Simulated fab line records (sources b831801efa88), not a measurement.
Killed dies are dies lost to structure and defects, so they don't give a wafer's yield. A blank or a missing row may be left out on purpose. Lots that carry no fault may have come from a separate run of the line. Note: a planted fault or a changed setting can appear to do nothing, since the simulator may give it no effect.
Which of the tools did it? :: flow sky130 :: 12 lots, 36 wafers sampled, at 4 steps of a route of 708

WHAT THE GAUGES SHOWED, per wafer
SKY_VT_ADJUST_HVTP_CD_MEAS_07: target cd 380 nm. Usual: 379.5 nm for cd nm, sd 2.3.
lot: L708
measured: day 6 23:02
on: cd sem-01
cd nm (nm): 378.6 378.0 376.8
flag: 

lot: L710
measured: day 7 15:08
on: cd sem-01
cd nm (nm): 377.1 376.7 378.5
flag: 

lot: L711
measured: day 7 18:40
on: cd sem-02
cd nm (nm): 380.9 379.5 382.8
flag: 

lot: L712
measured: day 8 01:36
on: cd sem-02
cd nm (nm): 376.7 378.1 379.3
flag: 

lot: L713
measured: day 8 11:49
on: cd sem-02
cd nm (nm): 383.5 379.5 380.4
flag: 

lot: L714
measured: day 8 14:35
on: cd sem-01
cd nm (nm): 378.9 380.3 379.7
flag: 

lot: L715
measured: day 8 18:24
on: cd sem-02
cd nm (nm): 379.6 380.6 380.2
flag: 

lot: L716
measured: day 9 01:47
on: cd sem-02
cd nm (nm): 381.9 384.5 381.3
flag: 

lot: L721
measured: day 11 04:48
on: cd sem-02
cd nm (nm): 382.7 382.6 383.1
flag: 

lot: L725
measured: day 11 13:47
on: cd sem-02
cd nm (nm): 382.3 379.9 381.7
flag: 

lot: L726
measured: day 11 23:23
on: cd sem-02
cd nm (nm): 380.0 382.5 380.8
flag: 

lot: L727
measured: day 12 07:04
on: cd sem-02
cd nm (nm): 380.4 380.6 381.7
flag: 

SKY_VT_ADJUST_NCORE_TW_MEAS_11. Usual: VT_ADJUST_NCORE_TW 220.1, standard deviation 1.6.
lot: L708
measured: day 9 13:20
on: film metro-03
VT_ADJUST_NCORE_TW: 221.9 223.4 222.7
flag: 

lot: L710
measured: day 10 06:26
on: film metro-01
VT_ADJUST_NCORE_TW: 219.7 218.9 220.6
flag: 

lot: L711
measured: day 10 11:40
on: film metro-02
VT_ADJUST_NCORE_TW: 217.1 218.4 218.9
flag: 

lot: L712
measured: day 10 18:29
on: film metro-03
VT_ADJUST_NCORE_TW: 221.0 221.5 220.7
flag: 

lot: L713
measured: day 11 05:40
on: film metro-01
VT_ADJUST_NCORE_TW: 271.0 269.7 269.9
flag: OFF

lot: L714
measured: day 11 09:35
on: film metro-01
VT_ADJUST_NCORE_TW: 220.9 221.6 221.4
flag: 

lot: L715
measured: day 11 13:52
on: film metro-02
VT_ADJUST_NCORE_TW: 218.5 219.0 217.7
flag: 

lot: L716
measured: day 11 20:48
on: film metro-01
VT_ADJUST_NCORE_TW: 270.3 270.0 271.0
flag: OFF

lot: L721
measured: day 14 08:11
on: film metro-03
VT_ADJUST_NCORE_TW: 267.7 270.8 270.0
flag: OFF

lot: L725
measured: day 14 17:50
on: film metro-02
VT_ADJUST_NCORE_TW: 217.6 216.5 218.1
flag: 

lot: L726
measured: day 15 04:56
on: film metro-01
VT_ADJUST_NCORE_TW: 219.5 218.7 219.0
flag: 

lot: L727
measured: day 15 13:50
on: film metro-01
VT_ADJUST_NCORE_TW: 218.4 218.6 218.4
flag: 

WHICH TOOL RAN EACH LOT (tool, then ch and the chambers of the sampled wafers, then the start)
lot: L708
SKY_VT_ADJUST_NCORE_IMPLANT_09: implanter-03 ch 0, day 9 13:07
SKY_VT_ADJUST_NCORE_STRIP_10: plasma asher-01 ch 0,1, day 9 13:15

lot: L710
SKY_VT_ADJUST_NCORE_IMPLANT_09: implanter-02 ch 0, day 10 06:13
SKY_VT_ADJUST_NCORE_STRIP_10: plasma asher-04 ch 0,1, day 10 06:21

lot: L711
SKY_VT_ADJUST_NCORE_IMPLANT_09: implanter-01 ch 0, day 10 11:26
SKY_VT_ADJUST_NCORE_STRIP_10: plasma asher-03 ch 0,1, day 10 11:34

lot: L712
SKY_VT_ADJUST_NCORE_IMPLANT_09: implanter-02 ch 0, day 10 18:16
SKY_VT_ADJUST_NCORE_STRIP_10: plasma asher-01 ch 0,1, day 10 18:23

lot: L713
SKY_VT_ADJUST_NCORE_IMPLANT_09: implanter-02 ch 0, day 11 05:08
SKY_VT_ADJUST_NCORE_STRIP_10: plasma asher-04 ch 0,1, day 11 05:34

lot: L714
SKY_VT_ADJUST_NCORE_IMPLANT_09: implanter-03 ch 0, day 11 09:22
SKY_VT_ADJUST_NCORE_STRIP_10: plasma asher-03 ch 0,1, day 11 09:30

lot: L715
SKY_VT_ADJUST_NCORE_IMPLANT_09: implanter-01 ch 0, day 11 13:37
SKY_VT_ADJUST_NCORE_STRIP_10: plasma asher-03 ch 0,1, day 11 13:46

lot: L716
SKY_VT_ADJUST_NCORE_IMPLANT_09: implanter-03 ch 0, day 11 20:15
SKY_VT_ADJUST_NCORE_STRIP_10: plasma asher-03 ch 0,1, day 11 20:41

lot: L721
SKY_VT_ADJUST_NCORE_IMPLANT_09: implanter-02 ch 0, day 14 07:37
SKY_VT_ADJUST_NCORE_STRIP_10: plasma asher-01 ch 0,1, day 14 08:05

lot: L725
SKY_VT_ADJUST_NCORE_IMPLANT_09: implanter-01 ch 0, day 14 17:36
SKY_VT_ADJUST_NCORE_STRIP_10: plasma asher-03 ch 0,1, day 14 17:43

lot: L726
SKY_VT_ADJUST_NCORE_IMPLANT_09: implanter-01 ch 0, day 15 04:41
SKY_VT_ADJUST_NCORE_STRIP_10: plasma asher-03 ch 0,1, day 15 04:49

lot: L727
SKY_VT_ADJUST_NCORE_IMPLANT_09: implanter-02 ch 0, day 15 13:36
SKY_VT_ADJUST_NCORE_STRIP_10: plasma asher-04 ch 0,1, day 15 13:43
- SKY_VT_ADJUST_NCORE_IMPLANT_09
- SKY_VT_ADJUST_NCORE_STRIP_10: strips in O2/N2.

WHAT THE TOOLS THEMSELVES READ (means of the sampled wafers that have a number; where no wafer has one, the mark that the record gives instead)
SKY_VT_ADJUST_NCORE_STRIP_10. Usual: drypump motor current A 5.4 A, standard deviation 0.33; n2 flow sccm 300.0 sccm, standard deviation 0.94; oes product au 0.716 a.u., standard deviation 0.0051; strip time to endpoint s 14.19 s, standard deviation 0.046.
lot: L708
tool: plasma asher-01
drypump motor current A (A): 5.3
n2 flow sccm (sccm): 300.2
oes product au (a.u.): 0.716
strip time to endpoint s (s): 14.21
flag: 

lot: L710
tool: plasma asher-04
drypump motor current A (A): 5.5
n2 flow sccm (sccm): 300.6
oes product au (a.u.): 0.715
strip time to endpoint s (s): 14.21
flag: 

lot: L711
tool: plasma asher-03
drypump motor current A (A): 5.1
n2 flow sccm (sccm): 299.6
oes product au (a.u.): 0.714
strip time to endpoint s (s): 14.19
flag: 

lot: L712
tool: plasma asher-01
drypump motor current A (A): 5.3
n2 flow sccm (sccm): 301.3
oes product au (a.u.): 0.714
strip time to endpoint s (s): 14.15
flag: 

lot: L713
tool: plasma asher-04
drypump motor current A (A): 5.5
n2 flow sccm (sccm): 300.8
oes product au (a.u.): 0.715
strip time to endpoint s (s): 14.20
flag: 

lot: L714
tool: plasma asher-03
drypump motor current A (A): 5.5
n2 flow sccm (sccm): 300.4
oes product au (a.u.): 0.715
strip time to endpoint s (s): 14.20
flag: 

lot: L715
tool: plasma asher-03
drypump motor current A (A): 5.5
n2 flow sccm (sccm): 300.3
oes product au (a.u.): 0.713
strip time to endpoint s (s): 14.16
flag: 

lot: L716
tool: plasma asher-03
drypump motor current A (A): 5.5
n2 flow sccm (sccm): 299.7
oes product au (a.u.): 0.719
strip time to endpoint s (s): 14.15
flag: 

lot: L721
tool: plasma asher-01
drypump motor current A (A): 5.3
n2 flow sccm (sccm): 299.8
oes product au (a.u.): 0.717
strip time to endpoint s (s): 14.15
flag: 

lot: L725
tool: plasma asher-03
drypump motor current A (A): 5.2
n2 flow sccm (sccm): 298.8
oes product au (a.u.): 0.716
strip time to endpoint s (s): 14.14
flag: 

lot: L726
tool: plasma asher-03
drypump motor current A (A): 5.2
n2 flow sccm (sccm): 300.0
oes product au (a.u.): 0.717
strip time to endpoint s (s): 14.16
flag: 

lot: L727
tool: plasma asher-04
drypump motor current A (A): 5.5
n2 flow sccm (sccm): 300.4
oes product au (a.u.): 0.711
strip time to endpoint s (s): 14.25
flag: 

THE ANSWER, worked out from the rows above alone
Rule: a lot counts as off when the mean over its wafers that have a number is more than 3 standard deviations away from the usual mean. Also off: a lot with no number at a reading for which 4 or more lots have one. All remaining lots with rows at the step are treated as sound. After the gauges, taken in route order, come the tools' own readings; for these a lot's mean is taken, as printed above. At the first step where some lot is off, the reading lying furthest off is the one used; lots without a number count as furthest.
Off: at SKY_VT_ADJUST_NCORE_TW_MEAS_11 (VT_ADJUST_NCORE_TW), L713, L716, L721.
A tool fits if, at a process step before that reading, it ran every lot that is off, and no sound lot after the first of them. Gauges at SKY_VT_ADJUST_NCORE_TW_MEAS_11: tried the same way as those tools. Not one of the candidates tried fits.

WHAT HAD BEEN PUT IN BY THE SIMULATOR
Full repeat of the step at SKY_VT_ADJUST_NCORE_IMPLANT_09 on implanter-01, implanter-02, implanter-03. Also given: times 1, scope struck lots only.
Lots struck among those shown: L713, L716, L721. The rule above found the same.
